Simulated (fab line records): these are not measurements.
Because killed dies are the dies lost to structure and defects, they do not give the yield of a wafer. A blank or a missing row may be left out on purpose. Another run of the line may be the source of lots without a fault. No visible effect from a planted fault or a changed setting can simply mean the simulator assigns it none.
The same fault as seen by 2 desks || flow sky130 || each desk has only its own numbers; what lay behind them comes last

## AT THE TOOL OWNER'S DESK: litho-track-04
At SKY_CONTACT_SOFTBAKE_10 (time 90 s), the tool's own readings, given per lot that ran on this tool as the mean of the sampled wafers with a number. Any lot whose mean is over 4 standard deviations away from the usual mean is out of limits and marked OUT; that distance is given in the brackets.
Columns: A = heater-power-total-W at SKY_CONTACT_SOFTBAKE_10, usual 57.36 W; B = run-length-s at SKY_CONTACT_SOFTBAKE_10, usual 119.15 s
{"lot": "L450", "first seen here": "day 32 02:00", "A": 57.36, "B": 119.44}
{"lot": "L454", "first seen here": "day 34 07:00", "A": 57.33, "B": 119.44}
{"lot": "L456", "first seen here": "day 34 11:00", "A": 57.32, "B": 119.33}
{"lot": "L460", "first seen here": "day 35 09:00", "A": "60.09 (+25) OUT", "B": "107.22 (-57) OUT"}
{"lot": "L464", "first seen here": "day 36 11:00", "A": "60.02 (+24) OUT", "B": "107.28 (-57) OUT"}
This desk's verdict: out of limits on L460, L464, starting with L460 at day 35 09:00 (heater-power-total-W at SKY_CONTACT_SOFTBAKE_10). L450, L454, L456 stayed within limits.

## FROM THE METROLOGY DESK
What the gauges read for every lot (on any tool): the sampled wafers with a number, averaged. Any lot whose mean is over 4 standard deviations away from the usual mean is out of limits and marked OUT; that distance is given in the brackets.
Columns: A = LOCAL_INTERCONNECT_OVL at SKY_LOCAL_INTERCONNECT_OVL_MEAS_12, usual 1 nm; B = CONTACT_BOW at SKY_CONTACT_BOW_MEAS_05, usual 83 um
{"lot": "L447", "first seen here": "day 30 15:39", "A": 2, "B": 77}
{"lot": "L448", "first seen here": "day 30 16:58", "A": -4, "B": 83}
{"lot": "L450", "first seen here": "day 31 11:51", "A": -4, "B": 82}
{"lot": "L454", "first seen here": "day 33 18:19", "A": -5, "B": 82}
{"lot": "L453", "first seen here": "day 33 20:39", "A": -2, "B": 84}
{"lot": "L456", "first seen here": "day 33 21:10", "A": -1, "B": 84}
{"lot": "L455", "first seen here": "day 33 22:01", "A": 7, "B": 87}
{"lot": "L458", "first seen here": "day 34 10:22", "A": 1, "B": 83}
{"lot": "L459", "first seen here": "day 34 15:03", "A": -2, "B": 84}
{"lot": "L460", "first seen here": "day 34 20:45", "A": 5, "B": 77}
{"lot": "L464", "first seen here": "day 35 22:24", "A": 0, "B": 82}
{"lot": "L466", "first seen here": "day 36 19:51", "A": 2, "B": 82}
{"lot": "L468", "first seen here": "day 36 23:46", "A": 0, "B": 79}
{"lot": "L469", "first seen here": "day 37 11:55", "A": -4, "B": 78}
This desk found nothing out of limits on any of the 14 lots.

## TAKEN TOGETHER
The tool owner's desk could have raised an alarm at day 35 09:00, on L460, L464.
At the metrology desk, nothing out of limits was observed.
The metrology desk has L460, L464 on record, within its limits.
Of the lots named, all ran SKY_CONTACT_SOFTBAKE_10 on litho-track-04.

## WHAT HAD BEEN PUT IN BY THE SIMULATOR
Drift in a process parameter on litho-track-04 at SKY_CONTACT_SOFTBAKE_10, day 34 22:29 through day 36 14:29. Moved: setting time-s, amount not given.
Lots struck among those shown: L460, L464.
Hours from the fault's start to each desk's first reading out of limits: the tool owner's desk, 11.
